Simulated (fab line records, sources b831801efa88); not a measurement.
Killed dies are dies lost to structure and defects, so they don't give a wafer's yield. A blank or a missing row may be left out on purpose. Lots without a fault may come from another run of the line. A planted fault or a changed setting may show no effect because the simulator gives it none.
Chamber matching | flow gf180mcu | GF_V2_CVD_02 on pecvd-04: 3 sister chambers
The step deposits SiO2 from TEOS, target thk 850 nm, time 94.851 s. 6 wafers are shown with their chamber, then 7 later ones without.

WAFERS WITH THEIR CHAMBER
wafer  | chamber | heater_power_w (W) | heater_power_outer_w (W)
L517.1 | 0       | 562                | 299
L517.6 | 0       | 593                | 332
L518.4 | 1       | 717                | 443
L518.6 | 2       | 759                | 433
L526.1 | 2       | 736                | 425
L526.2 | 1       | 628                | 372

WAFERS WITHOUT THEIR CHAMBER
wafer  | heater_power_w (W) | heater_power_outer_w (W)
L526.5 | 622                | 314
L527.2 | 657                | 400
L527.3 | 744                | 417
L527.5 | 513                | 270
L528.4 | 567                | 327
L528.5 | 625                | 349
L528.6 | 715                | 407

WHICH CHAMBER EACH WENT THROUGH
wafer  | from the rows above     | in truth
L526.5 | 0                       | 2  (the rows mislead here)
L527.2 | 1                       | 1
L527.3 | can't be placed: 2 or 1 | 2
L527.5 | 0                       | 0
L528.4 | 0                       | 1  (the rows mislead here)
L528.5 | can't be placed: 0 or 1 | 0
L528.6 | can't be placed: 2 or 1 | 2
Placed correctly: 2 of 7. Can't be placed from these rows: 3 (the true chamber is among the candidates in 3). Placed wrongly: 2.
How it was worked out, from the rows above alone: a wafer's distance from a chamber is the root of the sum, over the readings, of the square of ((its reading less the chamber's mean) divided by the reading's scatter). The wafer belongs to the nearest chamber; if the next one is less than 2 further off, it can't be placed. A chamber's mean is the mean of its shown wafers. The scatter: the root of (the sum of the squares of (reading less its chamber's mean) over the shown wafers, divided by (wafers less chambers)).
